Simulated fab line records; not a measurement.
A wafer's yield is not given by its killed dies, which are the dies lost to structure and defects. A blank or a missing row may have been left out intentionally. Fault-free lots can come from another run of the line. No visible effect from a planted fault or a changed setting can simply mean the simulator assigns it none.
A lot that was struck, set against a sound lot / flow sky130 / 14 steps out of a route of 708
Sound: the wafers L975.3, L975.4, L975.5. The struck wafers were L983.3, L983.4, L983.6. The cause comes at the end.
Order at every step that has rows: each side's tool, ch and its chambers, its first start. Under that, the readings that differ: sound wafers / struck wafers / difference of the means / sigmas: that difference in standard deviations of wafers without a fault.
alike: words and numbers the same on both sides, and readings whose means are apart by under 2 such deviations; not compared: readings that were withheld, readings missing a value for some wafer, numbers with overlapping values and no deviation given by the record, and bounds like >300 which may hide the same value.
A row with sigmas, a row that says differs or no value, or rows on one side alone: a step with any of these is where the two part. When numbers do not overlap yet have no deviation, they are printed without sigmas and do not part them. Lack of a reading on every wafer of one side parts them only where that side has two or more wafers.

first, 1 step without rows for these wafers: SKY_POLY_CUT_DEVELOP_07 (develop time 60 s).
SKY_POLY_CUT_CD_MEAS_08 targets a cd of 270 nm.
  struck on cd sem-02, day 29 16:07; sound on cd sem-01, day 26 14:01
  alike: cd nm
SKY_POLY_CUT_OVL_MEAS_09:
  struck on overlay-01, day 29 16:12; sound on overlay-01, day 26 14:06
  alike: POLY_CUT_OVL
SKY_POLY_CUT_ETCH_10: etches BARC in N2/H2, stops on SiO2, time 45.9 s, target depth 60 nm.
  sound on rie diel-03 ch 0,1,3, day 26 14:08; struck on rie diel-03 ch 0,1,2, day 29 16:14
  alike: bias w, drypump motor current A, oes product au, throttle valve pct
  not compared: rf hours counter h
SKY_POLY_CUT_ETCH_11: etches Si3N4 in CF4/CH2F2/Ar, stops on poly-Si, time 42.5 s, target depth 60 nm.
  sound on rie diel-03 ch 0,1,3, day 26 14:10; struck on rie diel-03 ch 0,1,2, day 29 16:16
  alike: bias w, drypump motor current A, oes product au, throttle valve pct
  not compared: rf hours counter h
SKY_POLY_CUT_STRIP_12: strips in O2/N2.
  sound on plasma asher-04 ch 0,1, day 26 14:14; struck on plasma asher-01 ch 0,1, day 29 16:20
reading=oes product au (a.u.); sound=0.448 0.443 0.450; struck=0.457 0.451 0.462; difference=+0.010; sigmas=+2
  alike: drypump motor current A, o2 flow sccm, strip time to endpoint s
  not compared: rf hours counter h
then, 6 steps without rows for these wafers: SKY_SD_P_DEHYDRATE_00 (time 60 s); SKY_SD_P_HMDS_01 (prime time 60 s); SKY_SD_P_COAT_02 (resist thk 1140 nm); SKY_SD_P_SOFTBAKE_03 (time 60 s); SKY_SD_P_EXPOSE_04 (exposes mask PSDM, target cd 380 nm); SKY_SD_P_PEB_05.
SKY_SD_P_DEVELOP_06: develop time 60 s.
  sound on litho track-02 ch 0, day 27 17:11; struck on litho track-03, day 30 19:46
  no value came back on the struck wafers for chill plate temp C (C), develop time s (s); on the sound wafers chill plate temp C (C) reads 22.97 22.86 22.92
SKY_SD_P_CD_MEAS_07 targets a cd of 380 nm.
  struck on cd sem-01, day 30 19:55; sound on cd sem-01, day 27 17:19
reading=cd nm (nm); sound=380.1 379.2 376.2; struck=- - -; difference=no value on the struck wafers; sigmas=

== WHERE THEY PART ==
At SKY_POLY_CUT_STRIP_12 first; at SKY_SD_P_CD_MEAS_07 last (within this record only).

WHY: the cause the simulator had injected
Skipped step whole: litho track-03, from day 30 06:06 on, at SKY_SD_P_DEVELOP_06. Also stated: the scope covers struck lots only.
